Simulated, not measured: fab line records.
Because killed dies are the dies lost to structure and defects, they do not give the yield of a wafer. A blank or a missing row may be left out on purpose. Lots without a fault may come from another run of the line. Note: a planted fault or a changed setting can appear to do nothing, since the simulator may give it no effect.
Which tool is to blame? || flow sky130 || 12 lots with 36 wafers sampled at 5 steps, on a route of 708 steps

== WHAT EACH GAUGE READ, for each wafer ==
Not one reading of a measure or inspect step in the record can be checked against a usual standard deviation.

== WHAT TOOL EACH LOT RAN ON (gives the tool, then ch and the chambers of the sampled wafers, and finally the start) ==
{"lot": "L966", "SKY_VIA2_ETCH_14": "rie-diel-04 ch 1,3, day 36 07:08", "SKY_VIA2_CMP_24": "cmp-01 ch 0,2,3, day 36 08:24", "SKY_METAL3_SPUTTER_00": "pvd-sputter-02, day 36 08:36", "SKY_CAPM_CVD_00": "pecvd-01 ch 0,1, day 36 08:46", "SKY_PAD_OPEN_PROBE_99": "-"}
{"lot": "L968", "SKY_VIA2_ETCH_14": "rie-diel-04 ch 0,3, day 37 21:52", "SKY_VIA2_CMP_24": "cmp-01 ch 0,1,3, day 37 23:02", "SKY_METAL3_SPUTTER_00": "pvd-sputter-02, day 37 23:17", "SKY_CAPM_CVD_00": "pecvd-01 ch 0,1,2, day 37 23:26", "SKY_PAD_OPEN_PROBE_99": "-"}
{"lot": "L971", "SKY_VIA2_ETCH_14": "rie-diel-03 ch 1,2,3, day 38 03:00", "SKY_VIA2_CMP_24": "cmp-01 ch 1,2,3, day 38 04:07", "SKY_METAL3_SPUTTER_00": "pvd-sputter-01, day 38 04:25", "SKY_CAPM_CVD_00": "pecvd-01 ch 0,1, day 38 04:34", "SKY_PAD_OPEN_PROBE_99": "-"}
{"lot": "L972", "SKY_VIA2_ETCH_14": "rie-diel-01 ch 0,1,3, day 38 04:01", "SKY_VIA2_CMP_24": "cmp-02 ch 2,3, day 38 05:11", "SKY_METAL3_SPUTTER_00": "pvd-sputter-01, day 38 05:29", "SKY_CAPM_CVD_00": "pecvd-04 ch 1,2, day 38 05:38", "SKY_PAD_OPEN_PROBE_99": "prober-01, day 47 07:23"}
{"lot": "L973", "SKY_VIA2_ETCH_14": "rie-diel-01 ch 1,2,3, day 38 08:35", "SKY_VIA2_CMP_24": "cmp-01 ch 1,2,3, day 38 09:41", "SKY_METAL3_SPUTTER_00": "pvd-sputter-03, day 38 09:59", "SKY_CAPM_CVD_00": "pecvd-01 ch 0,2, day 38 10:08", "SKY_PAD_OPEN_PROBE_99": "prober-02, day 47 08:34"}
{"lot": "L974", "SKY_VIA2_ETCH_14": "rie-diel-03 ch 0,1,2, day 38 23:10", "SKY_VIA2_CMP_24": "cmp-01 ch 1,2,3, day 39 04:44", "SKY_METAL3_SPUTTER_00": "pvd-sputter-03, day 39 04:53", "SKY_CAPM_CVD_00": "pecvd-01 ch 0,2, day 39 05:02", "SKY_PAD_OPEN_PROBE_99": "prober-01, day 47 18:32"}
{"lot": "L981", "SKY_VIA2_ETCH_14": "rie-diel-03 ch 0,2,3, day 41 09:33", "SKY_VIA2_CMP_24": "cmp-01 ch 0,1,3, day 41 10:39", "SKY_METAL3_SPUTTER_00": "pvd-sputter-02, day 41 10:57", "SKY_CAPM_CVD_00": "pecvd-04 ch 0,1,2, day 41 11:06", "SKY_PAD_OPEN_PROBE_99": "-"}
{"lot": "L979", "SKY_VIA2_ETCH_14": "rie-diel-01 ch 0,1,2, day 41 11:00", "SKY_VIA2_CMP_24": "cmp-02 ch 0,1,3, day 41 12:04", "SKY_METAL3_SPUTTER_00": "pvd-sputter-01, day 41 12:22", "SKY_CAPM_CVD_00": "pecvd-04 ch 1,2, day 41 12:31", "SKY_PAD_OPEN_PROBE_99": "-"}
{"lot": "L983", "SKY_VIA2_ETCH_14": "rie-diel-01 ch 0,1,2, day 41 14:24", "SKY_VIA2_CMP_24": "cmp-01 ch 2,3, day 41 15:29", "SKY_METAL3_SPUTTER_00": "pvd-sputter-02, day 41 15:47", "SKY_CAPM_CVD_00": "pecvd-02 ch 0,1,2, day 41 15:56", "SKY_PAD_OPEN_PROBE_99": "prober-01, day 49 23:17"}
{"lot": "L984", "SKY_VIA2_ETCH_14": "rie-diel-04 ch 1,2, day 41 17:01", "SKY_VIA2_CMP_24": "cmp-01 ch 0,2, day 41 18:15", "SKY_METAL3_SPUTTER_00": "pvd-sputter-01, day 41 18:33", "SKY_CAPM_CVD_00": "pecvd-02 ch 0,2, day 41 18:42", "SKY_PAD_OPEN_PROBE_99": "-"}
{"lot": "L986", "SKY_VIA2_ETCH_14": "rie-diel-01 ch 0,2,3, day 42 07:58", "SKY_VIA2_CMP_24": "cmp-01 ch 1,2,3, day 42 09:13", "SKY_METAL3_SPUTTER_00": "pvd-sputter-03, day 42 09:25", "SKY_CAPM_CVD_00": "pecvd-01 ch 0,2, day 42 09:34", "SKY_PAD_OPEN_PROBE_99": "prober-01, day 50 06:59"}
{"lot": "L987", "SKY_VIA2_ETCH_14": "rie-diel-04 ch 0,2, day 42 12:52", "SKY_VIA2_CMP_24": "cmp-02 ch 0,1,3, day 42 13:56", "SKY_METAL3_SPUTTER_00": "pvd-sputter-03, day 42 14:14", "SKY_CAPM_CVD_00": "pecvd-04 ch 1,2, day 42 14:23", "SKY_PAD_OPEN_PROBE_99": "-"}
- SKY_VIA2_ETCH_14: etches BARC in N2/H2, stops on SiO2, time 45.9 s, target depth 60 nm.
- SKY_VIA2_CMP_24: polishes, stops on SiO2, t overpolish 20 s, target thk 0 nm.
- SKY_METAL3_SPUTTER_00: material Ti, target thk 15 nm, time 10 s.
- SKY_CAPM_CVD_00: deposits SiO2, target thk 15.5 nm.
- SKY_PAD_OPEN_PROBE_99

== WHAT THE TOOLS THEMSELVES READ (means of the sampled wafers that have a number; where no wafer has one, the mark that the record gives instead) ==
SKY_VIA2_ETCH_14.
{"lot": "L966", "tool": "rie-diel-04", "drypump-motor-current-A (A)": 6.1, "oes-product-au (a.u.)": 0.858, "throttle-valve-pct (%)": 13.213}
{"lot": "L968", "tool": "rie-diel-04", "drypump-motor-current-A (A)": 5.5, "oes-product-au (a.u.)": 0.858, "throttle-valve-pct (%)": 13.231}
{"lot": "L971", "tool": "rie-diel-03", "drypump-motor-current-A (A)": 5.9, "oes-product-au (a.u.)": 0.853, "throttle-valve-pct (%)": 13.224}
{"lot": "L972", "tool": "rie-diel-01", "drypump-motor-current-A (A)": 5.8, "oes-product-au (a.u.)": 0.854, "throttle-valve-pct (%)": 13.216}
{"lot": "L973", "tool": "rie-diel-01", "drypump-motor-current-A (A)": 5.8, "oes-product-au (a.u.)": 0.857, "throttle-valve-pct (%)": 13.229}
{"lot": "L974", "tool": "rie-diel-03", "drypump-motor-current-A (A)": 5.9, "oes-product-au (a.u.)": 0.861, "throttle-valve-pct (%)": 13.225}
{"lot": "L981", "tool": "rie-diel-03", "drypump-motor-current-A (A)": 6.3, "oes-product-au (a.u.)": 0.857, "throttle-valve-pct (%)": 13.214}
{"lot": "L979", "tool": "rie-diel-01", "drypump-motor-current-A (A)": 5.7, "oes-product-au (a.u.)": 0.854, "throttle-valve-pct (%)": 13.223}
{"lot": "L983", "tool": "rie-diel-01", "drypump-motor-current-A (A)": 5.7, "oes-product-au (a.u.)": 0.853, "throttle-valve-pct (%)": 13.224}
{"lot": "L984", "tool": "rie-diel-04", "drypump-motor-current-A (A)": 5.9, "oes-product-au (a.u.)": 0.856, "throttle-valve-pct (%)": 13.225}
{"lot": "L986", "tool": "rie-diel-01", "drypump-motor-current-A (A)": 5.9, "oes-product-au (a.u.)": 0.853, "throttle-valve-pct (%)": 13.227}
{"lot": "L987", "tool": "rie-diel-04", "drypump-motor-current-A (A)": 5.3, "oes-product-au (a.u.)": 0.855, "throttle-valve-pct (%)": 13.224}

SKY_VIA2_CMP_24.
{"lot": "L966", "tool": "cmp-01", "motor-current-A (A)": 12.3, "overpolish-run-s (s)": 20.000, "slurry-filter-dp-kPa (kPa)": 13.54, "slurry-flow-ml-min": 150.0, "time-to-endpoint-s (s)": 102}
{"lot": "L968", "tool": "cmp-01", "motor-current-A (A)": 12.0, "overpolish-run-s (s)": 20.004, "slurry-filter-dp-kPa (kPa)": 13.56, "slurry-flow-ml-min": 149.6, "time-to-endpoint-s (s)": 98}
{"lot": "L971", "tool": "cmp-01", "motor-current-A (A)": 11.7, "overpolish-run-s (s)": 20.002, "slurry-filter-dp-kPa (kPa)": 13.60, "slurry-flow-ml-min": 150.3, "time-to-endpoint-s (s)": 100}
{"lot": "L972", "tool": "cmp-02", "motor-current-A (A)": 10.8, "overpolish-run-s (s)": 19.993, "slurry-filter-dp-kPa (kPa)": 13.56, "slurry-flow-ml-min": 149.8, "time-to-endpoint-s (s)": 99}
{"lot": "L973", "tool": "cmp-01", "motor-current-A (A)": 11.6, "overpolish-run-s (s)": 19.994, "slurry-filter-dp-kPa (kPa)": 13.50, "slurry-flow-ml-min": 150.0, "time-to-endpoint-s (s)": 98}
{"lot": "L974", "tool": "cmp-01", "motor-current-A (A)": 11.4, "overpolish-run-s (s)": 19.997, "slurry-filter-dp-kPa (kPa)": 13.53, "slurry-flow-ml-min": 150.3, "time-to-endpoint-s (s)": 103}
{"lot": "L981", "tool": "cmp-01", "motor-current-A (A)": 12.0, "overpolish-run-s (s)": 20.007, "slurry-filter-dp-kPa (kPa)": 13.41, "slurry-flow-ml-min": 149.8, "time-to-endpoint-s (s)": 99}
{"lot": "L979", "tool": "cmp-02", "motor-current-A (A)": 9.6, "overpolish-run-s (s)": 19.994, "slurry-filter-dp-kPa (kPa)": 13.46, "slurry-flow-ml-min": 150.2, "time-to-endpoint-s (s)": 102}
{"lot": "L983", "tool": "cmp-01", "motor-current-A (A)": 11.7, "overpolish-run-s (s)": 19.998, "slurry-filter-dp-kPa (kPa)": 13.46, "slurry-flow-ml-min": 150.2, "time-to-endpoint-s (s)": 95}
{"lot": "L984", "tool": "cmp-01", "motor-current-A (A)": 12.7, "overpolish-run-s (s)": 19.999, "slurry-filter-dp-kPa (kPa)": 13.53, "slurry-flow-ml-min": 149.6, "time-to-endpoint-s (s)": 95}
{"lot": "L986", "tool": "cmp-01", "motor-current-A (A)": 11.7, "overpolish-run-s (s)": 19.994, "slurry-filter-dp-kPa (kPa)": 13.59, "slurry-flow-ml-min": 150.2, "time-to-endpoint-s (s)": 98}
{"lot": "L987", "tool": "cmp-02", "motor-current-A (A)": 9.6, "overpolish-run-s (s)": 19.996, "slurry-filter-dp-kPa (kPa)": 13.44, "slurry-flow-ml-min": 150.7, "time-to-endpoint-s (s)": 102}

SKY_METAL3_SPUTTER_00.
{"lot": "L966", "tool": "pvd-sputter-02", "throttle-valve-pct (%)": 30.7}
{"lot": "L968", "tool": "pvd-sputter-02", "throttle-valve-pct (%)": 30.7}
{"lot": "L971", "tool": "pvd-sputter-01", "throttle-valve-pct (%)": 29.2}
{"lot": "L972", "tool": "pvd-sputter-01", "throttle-valve-pct (%)": 30.1}
{"lot": "L973", "tool": "pvd-sputter-03", "throttle-valve-pct (%)": 30.9}
{"lot": "L974", "tool": "pvd-sputter-03", "throttle-valve-pct (%)": 30.3}
{"lot": "L981", "tool": "pvd-sputter-02", "throttle-valve-pct (%)": 31.3}
{"lot": "L979", "tool": "pvd-sputter-01", "throttle-valve-pct (%)": 29.3}
{"lot": "L983", "tool": "pvd-sputter-02", "throttle-valve-pct (%)": 30.8}
{"lot": "L984", "tool": "pvd-sputter-01", "throttle-valve-pct (%)": 29.6}
{"lot": "L986", "tool": "pvd-sputter-03", "throttle-valve-pct (%)": 30.8}
{"lot": "L987", "tool": "pvd-sputter-03", "throttle-valve-pct (%)": 30.9}

SKY_CAPM_CVD_00.
{"lot": "L966", "tool": "pecvd-01", "heater-power-outer-w (W)": 372, "heater-power-w (W)": 602}
{"lot": "L968", "tool": "pecvd-01", "heater-power-outer-w (W)": 337, "heater-power-w (W)": 572}
{"lot": "L971", "tool": "pecvd-01", "heater-power-outer-w (W)": 337, "heater-power-w (W)": 576}
{"lot": "L972", "tool": "pecvd-04", "heater-power-outer-w (W)": "-", "heater-power-w (W)": "-"}
{"lot": "L973", "tool": "pecvd-01", "heater-power-outer-w (W)": "-", "heater-power-w (W)": "-"}
{"lot": "L974", "tool": "pecvd-01", "heater-power-outer-w (W)": "-", "heater-power-w (W)": "-"}
{"lot": "L981", "tool": "pecvd-04", "heater-power-outer-w (W)": 421, "heater-power-w (W)": 744}
{"lot": "L979", "tool": "pecvd-04", "heater-power-outer-w (W)": 409, "heater-power-w (W)": 758}
{"lot": "L983", "tool": "pecvd-02", "heater-power-outer-w (W)": 479, "heater-power-w (W)": 827}
{"lot": "L984", "tool": "pecvd-02", "heater-power-outer-w (W)": 424, "heater-power-w (W)": 728}
{"lot": "L986", "tool": "pecvd-01", "heater-power-outer-w (W)": 387, "heater-power-w (W)": 631}
{"lot": "L987", "tool": "pecvd-04", "heater-power-outer-w (W)": 462, "heater-power-w (W)": 809}

SKY_PAD_OPEN_PROBE_99.
{"lot": "L972", "tool": "prober-01", "defect-limited-yield (%)": 0.0, "killed_at_M0_to_M3": 38, "killed_at_M4_up": 1.3, "killed-at-contacts": 24, "killed-at-front-end": 18, "killed-at-other": 410.7, "killed-dies": 492, "killed-on-rim": 96, "killed-open": 44, "killed-short": 38, "sort_bin_3_pad_short (%)": 1.2, "sort_bin_5_function (%)": 93.6, "sort_bin_6_memory (%)": 5.2, "sort-n-pass": 0, "sort-yield-pct (%)": 0.0}
{"lot": "L973", "tool": "prober-02", "defect-limited-yield (%)": 0.0, "killed_at_M0_to_M3": 36, "killed_at_M4_up": 3.7, "killed-at-contacts": 24, "killed-at-front-end": 15, "killed-at-other": 413.0, "killed-dies": 492, "killed-on-rim": 96, "killed-open": 45, "killed-short": 34, "sort_bin_3_pad_short (%)": 0.6, "sort_bin_5_function (%)": 93.0, "sort_bin_6_memory (%)": 6.4, "sort-n-pass": 0, "sort-yield-pct (%)": 0.0}
{"lot": "L974", "tool": "prober-01", "defect-limited-yield (%)": 0.0, "killed_at_M0_to_M3": 33, "killed_at_M4_up": 4.0, "killed-at-contacts": 24, "killed-at-front-end": 15, "killed-at-other": 416.3, "killed-dies": 492, "killed-on-rim": 96, "killed-open": 42, "killed-short": 34, "sort_bin_3_pad_short (%)": 0.7, "sort_bin_5_function (%)": 93.8, "sort_bin_6_memory (%)": 5.5, "sort-n-pass": 0, "sort-yield-pct (%)": 0.0}
{"lot": "L983", "tool": "prober-01", "defect-limited-yield (%)": 82.6, "killed_at_M0_to_M3": 42, "killed_at_M4_up": 2.7, "killed-at-contacts": 27, "killed-at-front-end": 14, "killed-at-other": 0.3, "killed-dies": 86, "killed-on-rim": 16, "killed-open": 48, "killed-short": 38, "sort_bin_3_pad_short (%)": 0.7, "sort_bin_5_function (%)": 10.0, "sort_bin_6_memory (%)": 6.8, "sort-n-pass": 406, "sort-yield-pct (%)": 82.6}
{"lot": "L986", "tool": "prober-01", "defect-limited-yield (%)": 81.3, "killed_at_M0_to_M3": 47, "killed_at_M4_up": 3.7, "killed-at-contacts": 30, "killed-at-front-end": 11, "killed-at-other": 0.0, "killed-dies": 92, "killed-on-rim": 19, "killed-open": 50, "killed-short": 42, "sort_bin_3_pad_short (%)": 1.0, "sort_bin_5_function (%)": 11.5, "sort_bin_6_memory (%)": 6.2, "sort-n-pass": 400, "sort-yield-pct (%)": 81.3}

== THE ANSWER, worked out from the rows above alone ==
Rule: what is usual is taken from the lots themselves. The widest of any qualifying gaps counts: lots, ordered by their means at a reading, are off when they make up no more than a third of the lots, leave a main group of 4 or more, and stand apart from it by 3 or more times the standard deviation of that group's means. A main group whose means are all the same, to the digits that the tables above print for the reading, isn't used. Also off: a lot with no number at a reading for which 4 or more lots have one. Where the step has rows for the other lots, those lots are counted as sound. First the gauges in route order, then the tools' own readings, where a lot's mean is used as printed above. The first step at which some lot is off is used, and at that step the reading that is off furthest; a lot without a number counts as furthest.
Off at SKY_CAPM_CVD_00 (heater-power-outer-w): L972, L973, L974. Without a number there: L972, L973, L974. Mean 403 W and standard deviation 47 in the main group.
If a tool, at that step or one of the process steps before it, ran each lot that is off and ran no sound lot following the first of them, it fits. No candidate that was tried fits.

== WHAT THE SIMULATOR HAD INSERTED ==
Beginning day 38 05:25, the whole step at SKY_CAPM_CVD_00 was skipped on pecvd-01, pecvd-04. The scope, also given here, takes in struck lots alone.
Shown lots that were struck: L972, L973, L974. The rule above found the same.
